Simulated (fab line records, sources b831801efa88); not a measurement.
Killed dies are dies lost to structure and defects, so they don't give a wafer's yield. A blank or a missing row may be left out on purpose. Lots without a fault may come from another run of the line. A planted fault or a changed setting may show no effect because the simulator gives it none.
A struck lot beside a sound one | flow gf180mcu | 20 steps out of a route of 602
Sound: wafers L422.1, L422.3, L422.4. Struck: wafers L441.1, L441.3, L441.4. The cause comes at the end.
At each step with rows: each side's tool, then ch and its chambers, then its first start. Under that, the readings that differ: sound wafers | struck wafers | difference of the means | sigmas: that difference in standard deviations of wafers without a fault.
alike: readings whose means differ by less than 2 such deviations, and words and numbers that are the same on both sides. not compared: withheld readings, readings that some wafer has no value for, bounds like >300 that may hide the same value, and numbers for which the record gives no deviation and whose values overlap.
The two part at a step that has a row with sigmas, a row that says differs or no value, or rows on one side only. Numbers that don't overlap but have no deviation are shown without sigmas and don't part them. A reading that every wafer of one side lacks parts them only if that side has two wafers or more.

first, 1 step without rows for these wafers: GF_V2_CVD_00 (deposits SiO2, target thk 600 nm, time 100 s).
GF_V2_THK_MEAS_01:
  sound on film_metro-03, day 19 12:57; struck on film_metro-02, day 27 13:13
  alike: V2_CVD_00_THK
GF_V2_CVD_02: deposits SiO2 from TEOS, target thk 850 nm, time 94.851 s.
  sound on pecvd-03 ch 0,1,2, day 19 13:01; struck on pecvd-04 ch 0,1,2, day 27 13:16
  alike: heater_power_w, rf_fwd_power_W
GF_V2_THK_MEAS_03:
  sound on film_metro-04, day 19 13:04; struck on film_metro-03, day 27 13:20
  alike: V2_CVD_02_THK
GF_V2_CMP_04: polishes SiO2.
  sound on cmp-01 ch 0,1,2, day 19 13:08; struck on cmp-02 ch 0,1,2, day 27 13:27
  alike: motor_current_A, time_to_endpoint_s
GF_V2_BOW_MEAS_05:
  sound on film_metro-04, day 19 13:26; struck on film_metro-02, day 27 13:43
  alike: V2_BOW
then, 6 steps without rows for these wafers: GF_V2_DEHYDRATE_06 (time 60 s); GF_V2_HMDS_07 (prime time 60 s); GF_V2_COAT_08; GF_V2_COAT_09 (resist thk 1000 nm); GF_V2_SOFTBAKE_10 (time 60 s); GF_V2_EXPOSE_11 (exposes mask Via2, target cd 260 nm).
GF_V2_PEB_12: peb time 90 s.
  sound on litho_track-02 ch 0, day 20 13:33; struck on litho_track-02 ch 0, day 28 08:21
  alike: exhaust_pa
then, 1 step without rows for these wafers: GF_V2_DEVELOP_13 (develop time 60 s).
GF_V2_CD_MEAS_14: target cd 260 nm.
  sound on cd_sem-01, day 20 13:54; struck on cd_sem-02, day 28 08:42
  reading    | sound             | struck            | difference | sigmas
  cd_nm (nm) | 260.1 260.1 258.5 | 269.5 270.4 270.3 | +10.5      | +10
GF_V2_OVL_MEAS_15:
  sound on overlay-02, day 20 14:01; struck on overlay-01, day 28 08:49
  alike: V2_OVL
GF_V2_ETCH_16: etches BARC in N2/H2.
  sound on rie_diel-04 ch 1,2,3, day 20 14:03; struck on rie_diel-03 ch 0,1,2, day 28 08:51
  reading             | sound           | struck            | difference | sigmas
  model.V2.cd_nm (nm) | 260.8 261.5 258 | 269.8 270.8 270.6 | +10.3      |
  alike: drypump_motor_current_A, n2_flow_sccm, oes_product_au, rf_fwd_power_W, throttle_valve_pct
GF_V2_ETCH_17: etches SiO2 in C4F8/O2/Ar, stops on TiN, target depth 630 nm.
  sound on rie_diel-04 ch 1,2,3; struck on rie_diel-03 ch 0,1,2
  reading             | sound             | struck          | difference | sigmas
  model.V2.cd_nm (nm) | 259.9 262.4 257.5 | 270 270.7 270.3 | +10        |
  alike: oes_product_au, rf_fwd_power_W
GF_V2_STRIP_18: strips in O2/N2.
  sound on plasma_asher-02 ch 0,1, day 20 14:11; struck on plasma_asher-03 ch 0,1, day 28 08:59
  reading            | sound       | struck      | difference | sigmas
  heater_power_w (W) | 329 337 312 | 252 253 256 | -72        | -2
  alike: drypump_motor_current_A, n2_flow_sccm, oes_product_au
  not compared: rf_hours_counter_h
then, 1 step without rows for these wafers: GF_PASSIVATION_PROBE_99.

WHERE THEY PART
First at GF_V2_CD_MEAS_14; last, within this record, at GF_V2_STRIP_18.

WHY: what the simulator had put in
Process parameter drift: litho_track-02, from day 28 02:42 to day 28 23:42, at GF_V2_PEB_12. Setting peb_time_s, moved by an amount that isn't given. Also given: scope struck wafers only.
